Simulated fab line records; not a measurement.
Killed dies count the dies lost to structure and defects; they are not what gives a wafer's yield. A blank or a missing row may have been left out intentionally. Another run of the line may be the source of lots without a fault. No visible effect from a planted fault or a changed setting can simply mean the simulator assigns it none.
A single fault, viewed from 2 desks || flow sky130 || each desk holds nothing but its own numbers, with what lay behind them at the end

## METROLOGY DESK
Lot by lot, what the gauges showed, no matter which tool ran the lot: averages of those sampled wafers that carry a number. Marked OUT: a lot whose mean sits more than 4 standard deviations from the usual mean, which makes it out of limits; the brackets give that distance.
Columns: A = POLY_GATE_OXIDATION_THK at SKY_POLY_GATE_THK_MEAS_21, usual 3.98 nm; B = LDD_HVP_TW at SKY_LDD_HVP_TW_MEAS_10, usual 456; C = LDD_LDN_TW at SKY_LDD_LDN_TW_MEAS_13, usual 1493; D = cd nm at SKY_SD_P_CD_MEAS_07, usual 379.1 nm
{"lot": "L186", "first seen here": "day 17 21:15", "A": 3.98, "B": 450, "C": 1501, "D": 379.6}
{"lot": "L188", "first seen here": "day 17 21:16", "A": 3.87, "B": 460, "C": 1508, "D": 381.9}
{"lot": "L190", "first seen here": "day 18 15:10", "A": 3.84, "B": 450, "C": 1492, "D": 377.3}
{"lot": "L191", "first seen here": "day 19 02:47", "A": 3.96, "B": 454, "C": 1497, "D": 378.5}
{"lot": "L192", "first seen here": "day 19 07:28", "A": 4.01, "B": 453, "C": 1491, "D": 380.3}
{"lot": "L194", "first seen here": "day 19 12:04", "A": 3.94, "B": 453, "C": 1496, "D": 381.4}
{"lot": "L193", "first seen here": "day 19 13:52", "A": 3.98, "B": 464, "C": 1494, "D": 380.1}
{"lot": "L201", "first seen here": "day 21 23:29", "A": 3.94, "B": "405 (-10) OUT", "C": 1475, "D": 379.6}
{"lot": "L204", "first seen here": "day 23 05:01", "A": 4.15, "B": "395 (-12) OUT", "C": 1477, "D": 378.9}
{"lot": "L205", "first seen here": "day 23 10:55", "A": 3.84, "B": 455, "C": 1502, "D": 379.3}
{"lot": "L206", "first seen here": "day 23 22:46", "A": 4.16, "B": 450, "C": 1498, "D": 378.3}
{"lot": "L209", "first seen here": "day 24 15:28", "A": 3.88, "B": 461, "C": 1476, "D": 379.3}
{"lot": "L208", "first seen here": "day 24 17:20", "A": 4.12, "B": 455, "C": 1472, "D": 380.1}
Per this desk, out of limits: L201, L204; the first was L201, day 27 00:07 (LDD_HVP_TW at SKY_LDD_HVP_TW_MEAS_10). L186, L188, L190, L191, L192, L194, L193, L205, L206, L209, L208: within limits.

## DESK OF THE TOOL OWNER: implanter-03
SKY_LDD_HVP_IMPLANT_08, tool's own readings: per-lot mean of the sampled wafers with a number, covering each lot this tool ran. Marked OUT: a lot whose mean sits more than 4 standard deviations from the usual mean, which makes it out of limits; the brackets give that distance.
Columns: A = dose ions cm2 at SKY_LDD_HVP_IMPLANT_08, usual 1.6999e+13; B = faraday current uA at SKY_LDD_HVP_IMPLANT_08, usual 95.6
{"lot": "L194", "first seen here": "day 24 15:06", "A": 1.7010e+13, "B": 97.7}
{"lot": "L193", "first seen here": "day 24 15:55", "A": 1.6993e+13, "B": 95.1}
{"lot": "L201", "first seen here": "day 26 23:52", "A": "1.1071e+13 (-99 or more) OUT", "B": "62.5 (-17) OUT"}
{"lot": "L204", "first seen here": "day 28 04:30", "A": "1.1080e+13 (-99 or more) OUT", "B": "62.4 (-17) OUT"}
This desk's finding: out of limits on L201, L204; first on L201, day 26 23:52 (dose ions cm2 at SKY_LDD_HVP_IMPLANT_08). L194, L193: within limits.

## ALL TOGETHER
At day 26 23:52, on L201, L204, the tool owner's desk was in a position to raise an alarm.
On L201, L204, the metrology desk was in a position to raise an alarm at day 27 00:07.
Of the lots named, all ran SKY_LDD_HVP_IMPLANT_08 on implanter-03.

## WHAT WAS PUT IN BY THE SIMULATOR
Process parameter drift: implanter-03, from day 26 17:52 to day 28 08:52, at SKY_LDD_HVP_IMPLANT_08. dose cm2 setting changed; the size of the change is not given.
Shown lots that were struck: L201, L204.
Delay (hours) between the fault's onset and each desk's first out-of-limits reading: 6 at the tool owner's desk, 6 at the metrology desk.
